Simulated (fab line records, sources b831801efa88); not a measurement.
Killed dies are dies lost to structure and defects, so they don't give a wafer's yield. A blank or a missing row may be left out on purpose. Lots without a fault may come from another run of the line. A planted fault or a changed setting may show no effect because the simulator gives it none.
A struck lot beside a sound one | flow sky130 | 15 steps out of a route of 708
Sound: wafers L315.1, L315.2, L315.6. Struck: wafers L329.1, L329.3, L329.5. The cause comes at the end.
At each step with rows: each side's tool, then ch and its chambers, then its first start. Under that, the readings that differ: sound wafers | struck wafers | difference of the means | sigmas: that difference in standard deviations of wafers without a fault.
alike: readings whose means differ by less than 2 such deviations, and words and numbers that are the same on both sides. not compared: withheld readings, readings that some wafer has no value for, bounds like >300 that may hide the same value, and numbers for which the record gives no deviation and whose values overlap.
The two part at a step that has a row with sigmas, a row that says differs or no value, or rows on one side only. Numbers that don't overlap but have no deviation are shown without sigmas and don't part them. A reading that every wafer of one side lacks parts them only if that side has two wafers or more.

first, 8 steps without rows for these wafers: SKY_CONTACT_DEHYDRATE_06 (time 60 s); SKY_CONTACT_HMDS_07 (prime time 60 s); SKY_CONTACT_COAT_08 (resist thk 60 nm); SKY_CONTACT_COAT_09 (resist thk 450 nm); SKY_CONTACT_SOFTBAKE_10 (time 90 s); SKY_CONTACT_EXPOSE_11 (exposes mask CTM1, target cd 170 nm); SKY_CONTACT_PEB_12; SKY_CONTACT_DEVELOP_13 (develop time 60 s).
SKY_CONTACT_CD_MEAS_14: target cd 170 nm.
  sound on cd_sem-01, day 33 00:53; struck on cd_sem-01, day 37 08:38
  alike: cd_nm
SKY_CONTACT_OVL_MEAS_15:
  sound on overlay-01, day 33 01:00; struck on overlay-01, day 37 08:45
  alike: CONTACT_OVL
SKY_CONTACT_ETCH_16: etches BARC in N2/H2, stops on SiO2, time 45.9 s, target depth 60 nm.
  sound on rie_diel-01 ch 0,2,3, day 33 01:02; struck on rie_diel-03 ch 0,1,2, day 37 08:47
  alike: chamber_pressure_mTorr, drypump_motor_current_A, oes_product_au, throttle_valve_pct
  not compared: rf_hours_counter_h
SKY_CONTACT_ETCH_17: etches SiO2 in C4F8/O2/Ar, stops on Si3N4, target depth 340 nm.
  sound on rie_diel-01 ch 0,2,3, day 33 01:05; struck on rie_diel-03 ch 0,1,2, day 37 08:50
  alike: chamber_pressure_mTorr, oes_product_au
SKY_CONTACT_ETCH_18: etches Si3N4 in CHF3/O2, stops on TiN, time 39 s, target depth 75 nm.
  sound on rie_diel-01 ch 0,2,3, day 33 01:00; struck on rie_diel-03 ch 0,1,2, day 37 08:00
  reading                                        | sound             | struck            | difference | sigmas
  throttle_valve_pct (%)                         | 8.784 8.788 8.778 | 8.800 8.826 8.795 | +0.024     | +3
  model.KrF-thick_of_CONTACT_COAT_09.thk_nm (nm) | 244.6 240.6 244.6 | 257.3 259.9 256.5 | +14.6      |
  alike: chamber_pressure_mTorr, drypump_motor_current_A, oes_product_au
  not compared: rf_hours_counter_h
SKY_CONTACT_STRIP_19: strips in O2/N2.
  sound on plasma_asher-04 ch 0,1, day 33 01:10; struck on plasma_asher-04 ch 0,1, day 37 08:55
  reading                      | sound             | struck            | difference | sigmas
  oes_product_au (a.u.)        | 0.383 0.383 0.376 | 0.398 0.391 0.387 | +0.011     | +3
  strip_time_to_endpoint_s (s) | 3.612 3.595 3.622 | 3.772 3.828 3.775 | +0.182     | +6
  alike: chamber_pressure_mTorr, drypump_motor_current_A
  not compared: rf_hours_counter_h
then, 1 step without rows for these wafers: SKY_CONTACT_STRIP_20 (strips in post etch residue remover, time 1200 s).

WHERE THEY PART
First at SKY_CONTACT_ETCH_18; last, within this record, at SKY_CONTACT_STRIP_19.

WHY: what the simulator had put in
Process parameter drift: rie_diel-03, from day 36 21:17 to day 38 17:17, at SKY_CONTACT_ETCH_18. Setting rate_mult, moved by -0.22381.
